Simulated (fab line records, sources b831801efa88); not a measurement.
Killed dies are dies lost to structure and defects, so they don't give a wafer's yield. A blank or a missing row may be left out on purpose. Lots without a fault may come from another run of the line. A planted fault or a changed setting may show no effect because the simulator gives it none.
Chamber matching | flow sky130 | SKY_VIA4_CMP_02 on cmp-01: 4 sister chambers
The step polishes SiO2. 8 wafers are shown with their chamber, then 7 later ones without.

WAFERS WITH THEIR CHAMBER
wafer  | chamber | motor_current_A (A) | slurry_filter_dp_kPa (kPa)
L982.1 | 2       | 10.9                | 13.39
L982.3 | 0       | 11.3                | 13.39
L991.2 | 0       | 11.3                | 13.50
L991.3 | 2       | 10.9                | 13.67
L995.4 | 1       | 12.7                | 13.46
L995.6 | 3       | 11.9                | 13.42
L996.1 | 1       | 13.1                | 13.36
L996.2 | 3       | 11.7                | 13.54

WAFERS WITHOUT THEIR CHAMBER
wafer  | motor_current_A (A) | slurry_filter_dp_kPa (kPa)
L996.4 | 11.6                | 13.90
L997.1 | 12.8                | 13.45
L997.2 | 12.5                | 13.57
L997.4 | 10.5                | 13.53
L100.1 | 11.5                | 13.47
L100.3 | 12.1                | 13.43
L100.6 | 11.3                | 13.71

WHICH CHAMBER EACH WENT THROUGH
wafer  | from the rows above          | in truth
L996.4 | can't be placed: 3 or 0 or 2 | 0
L997.1 | 1                            | 1
L997.2 | can't be placed: 1 or 3      | 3
L997.4 | 2                            | 2
L100.1 | can't be placed: 0 or 3      | 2
L100.3 | 3                            | 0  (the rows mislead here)
L100.6 | can't be placed: 0 or 2 or 3 | 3
Placed correctly: 2 of 7. Can't be placed from these rows: 4 (the true chamber is among the candidates in 3). Placed wrongly: 1.
How it was worked out, from the rows above alone: a wafer's distance from a chamber is the root of the sum, over the readings, of the square of ((its reading less the chamber's mean) divided by the reading's scatter). The wafer belongs to the nearest chamber; if the next one is less than 2 further off, it can't be placed. A chamber's mean is the mean of its shown wafers. The scatter: the root of (the sum of the squares of (reading less its chamber's mean) over the shown wafers, divided by (wafers less chambers)).
